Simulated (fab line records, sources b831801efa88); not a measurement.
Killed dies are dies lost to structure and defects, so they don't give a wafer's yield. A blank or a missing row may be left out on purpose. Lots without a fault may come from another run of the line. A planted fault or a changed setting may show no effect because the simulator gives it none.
Which tool did it? | flow sky130 | 12 lots, 36 wafers sampled, at 5 steps of a route of 708

WHAT THE GAUGES READ, wafer by wafer
SKY_NWELL_RS_MEAS_29: measures by four-point-probe. Usual: NWELL_RS 625.6 ohm/sq, standard deviation 1.9.
lot  | measured     | on            | NWELL_RS (ohm/sq) | flag
L293 | day 6 14:39  | film_metro-04 | 625.2 625.0 624.1 |
L295 | day 6 17:56  | film_metro-03 | 624.1 624.6 625.7 |
L296 | day 7 03:52  | film_metro-03 | 627.7 627.0 627.0 |
L297 | day 7 04:41  | film_metro-02 | 624.8 623.8 622.9 |
L298 | day 7 14:59  | film_metro-02 | 625.8 626.4 625.7 |
L299 | day 7 21:17  | film_metro-04 | 627.3 627.7 625.7 |
L301 | day 8 05:02  | film_metro-04 | 625.4 625.0 626.0 |
L304 | day 8 19:42  | film_metro-02 | 622.4 622.3 622.8 |
L306 | day 9 11:57  | film_metro-03 | 625.5 625.4 625.6 |
L311 | day 10 20:03 | film_metro-03 | 634.8 634.3 632.9 | OFF
L312 | day 10 22:29 | film_metro-03 | 635.7 635.3 633.3 | OFF
L313 | day 11 05:16 | film_metro-02 | 633.2 631.7 633.1 | OFF

SKY_CONTACT_BOW_MEAS_05. Usual: CONTACT_BOW 83 um, standard deviation 6.7.
lot  | measured     | on            | CONTACT_BOW (um) | flag
L293 | day 32 03:17 | film_metro-03 | 78 75 83         |
L295 | day 32 10:17 | film_metro-03 | 84 77 87         |
L296 | day 32 20:41 | film_metro-04 | 80 91 80         |
L297 | day 33 02:13 | film_metro-04 | 86 92 85         |
L298 | day 33 14:59 | film_metro-03 | 78 73 77         |
L299 | day 33 19:58 | film_metro-04 | 82 83 84         |
L301 | day 34 06:32 | film_metro-01 | 86 94 81         |
L304 | day 35 03:08 | film_metro-04 | 81 92 86         |
L306 | day 36 00:11 | film_metro-04 | 89 88 89         |
L311 | day 37 13:00 | film_metro-04 | 97 85 86         |
L312 | day 37 16:32 | film_metro-01 | 94 86 86         |
L313 | day 37 19:37 | film_metro-04 | 84 74 83         |

SKY_VIA1_THK_MEAS_01. Usual: VIA1_HDPCVD_THK 1025 nm, standard deviation 9.5.
lot  | measured     | on            | VIA1_HDPCVD_THK (nm) | flag
L293 | day 34 12:05 | film_metro-03 | 1036 1035 1043       |
L295 | day 34 18:13 | film_metro-01 | 1027 1020 1037       |
L296 | day 35 05:02 | film_metro-02 | 1031 1022 1029       |
L297 | day 35 09:21 | film_metro-03 | 1030 1021 1025       |
L298 | day 35 21:47 | film_metro-02 | 1024 1008 1038       |
L299 | day 36 03:28 | film_metro-01 | 1031 1026 1037       |
L301 | day 36 14:16 | film_metro-01 | 1021 1028 1020       |
L304 | day 37 10:45 | film_metro-02 | 1024 1024 1016       |
L306 | day 38 07:55 | film_metro-03 | 1037 1029 1023       |
L311 | day 39 18:53 | film_metro-03 | 1009 1007 1029       |
L312 | day 39 20:43 | film_metro-01 | 1029 1008 1031       |
L313 | day 40 00:40 | film_metro-03 | 1004 1016 1007       |

WHICH TOOL RAN EACH LOT (tool, then ch and the chambers of the sampled wafers, then the start)
lot  | SKY_NWELL_IMPLANT_11            | SKY_LOCAL_INTERCONNECT_ETCH_13
L293 | implanter-01 ch 0, day 5 18:19  | rie_metal-02 ch 0,1, day 32 02:04
L295 | implanter-03 ch 0, day 5 22:31  | rie_metal-02 ch 0,1, day 32 09:04
L296 | implanter-03 ch 0, day 6 07:57  | rie_metal-02 ch 0,1, day 32 19:26
L297 | implanter-02 ch 0, day 6 08:36  | rie_metal-02 ch 0, day 33 00:59
L298 | implanter-03 ch 0, day 6 18:46  | rie_metal-01 ch 0,1, day 33 13:38
L299 | implanter-02 ch 0, day 7 00:19  | rie_metal-04 ch 0,1, day 33 18:43
L301 | implanter-01 ch 0, day 7 08:19  | rie_metal-04 ch 0,1, day 34 05:19
L304 | implanter-01 ch 0, day 7 22:11  | rie_metal-01 ch 1, day 35 01:46
L306 | implanter-02 ch 0, day 8 13:17  | rie_metal-04 ch 0, day 35 22:53
L311 | implanter-01 ch 0, day 9 20:47  | rie_metal-04 ch 0,1, day 37 11:43
L312 | implanter-01 ch 0, day 9 22:19  | rie_metal-02 ch 0,1, day 37 15:14
L313 | implanter-01 ch 0, day 10 05:42 | rie_metal-02 ch 0,1, day 37 18:23
- SKY_NWELL_IMPLANT_11
- SKY_LOCAL_INTERCONNECT_ETCH_13: etches BARC in N2/H2, stops on SiO2, time 45.9 s, target depth 60 nm.

WHAT THE TOOLS THEMSELVES READ (means of the sampled wafers that have a number; where no wafer has one, the mark that the record gives instead)
SKY_NWELL_IMPLANT_11. Usual: beam_energy_keV 399.98, standard deviation 0.13; beam_on_s 10.00 s, standard deviation 0.21; dose_ions_cm2 1.8997e+13, standard deviation 2.1e+10.
lot  | tool         | beam_energy_keV | beam_on_s (s) | dose_ions_cm2 | flag
L293 | implanter-01 | 399.89          | 10.05         | 1.8979e+13    |
L295 | implanter-03 | 399.93          | 10.08         | 1.9015e+13    |
L296 | implanter-03 | 399.97          | 9.96          | 1.9015e+13    |
L297 | implanter-02 | 399.99          | 10.06         | 1.8990e+13    |
L298 | implanter-03 | 399.96          | 9.89          | 1.8980e+13    |
L299 | implanter-02 | 399.90          | 9.93          | 1.9002e+13    |
L301 | implanter-01 | 400.15          | 10.11         | 1.9016e+13    |
L304 | implanter-01 | 399.94          | 10.03         | 1.9003e+13    |
L306 | implanter-02 | 400.02          | 10.19         | 1.9009e+13    |
L311 | implanter-01 | 378.71          | 10.01         | 1.9001e+13    | OFF
L312 | implanter-01 | 378.94          | 9.86          | 1.8971e+13    | OFF
L313 | implanter-01 | 378.71          | 9.94          | 1.9004e+13    | OFF

SKY_LOCAL_INTERCONNECT_ETCH_13. Usual: drypump_motor_current_A 5.7 A, standard deviation 0.5; oes_product_au 0.854 a.u., standard deviation 0.0043; throttle_valve_pct 13.225 %, standard deviation 0.0083.
lot  | tool         | drypump_motor_current_A (A) | oes_product_au (a.u.) | throttle_valve_pct (%) | flag
L293 | rie_metal-02 | 6.0                         | 0.852                 | 13.218                 |
L295 | rie_metal-02 | 6.1                         | 0.854                 | 13.228                 |
L296 | rie_metal-02 | 6.1                         | 0.852                 | 13.230                 |
L297 | rie_metal-02 | 6.3                         | 0.861                 | 13.216                 |
L298 | rie_metal-01 | 5.6                         | 0.854                 | 13.224                 |
L299 | rie_metal-04 | 5.5                         | 0.850                 | 13.224                 |
L301 | rie_metal-04 | 5.5                         | 0.854                 | 13.238                 |
L304 | rie_metal-01 | 5.9                         | 0.856                 | 13.228                 |
L306 | rie_metal-04 | 4.8                         | 0.856                 | 13.218                 |
L311 | rie_metal-04 | 5.1                         | 0.854                 | 13.234                 |
L312 | rie_metal-02 | 6.1                         | 0.854                 | 13.222                 |
L313 | rie_metal-02 | 6.0                         | 0.855                 | 13.227                 |

THE ANSWER, worked out from the rows above alone
Rule: a lot is off if the mean of its wafers that have a number lies more than 3 standard deviations from the usual mean. A lot without any number at a reading at which 4 lots or more have one is off too. The other lots that the step has rows for count as sound. The gauges are gone through in route order, then the tools' own readings, and for those a lot's mean is taken as printed above. The first step at which some lot is off is used, and at that step the reading that is off furthest; a lot without a number counts as furthest.
Off: L311, L312, L313, at SKY_NWELL_RS_MEAS_29 (NWELL_RS).
A tool fits if, at a process step before that reading, it ran every lot that is off, and no sound lot after the first of them. The gauges at SKY_NWELL_RS_MEAS_29 aren't tried: what is off there is off at SKY_NWELL_IMPLANT_11 too, on other tools, and a gauge's error can't cause that. One fits: implanter-01 at SKY_NWELL_IMPLANT_11. Its last sound lot is L304 (day 7 22:11), its first lot that is off L311 (day 9 20:47): a fault that began between those two fits.
The tool's own readings at SKY_NWELL_IMPLANT_11 bear it out: on the lots that are off they differ by more than 5 times the standard deviation of the sound lots' means. beam_energy_keV reads 378.79 there against 399.97 on the sound lots.

WHAT THE SIMULATOR HAD PUT IN
Process parameter drift: implanter-01, from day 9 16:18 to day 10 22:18, at SKY_NWELL_IMPLANT_11. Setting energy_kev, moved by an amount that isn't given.
Lots struck among those shown: L311, L312, L313. The rule above found the same.
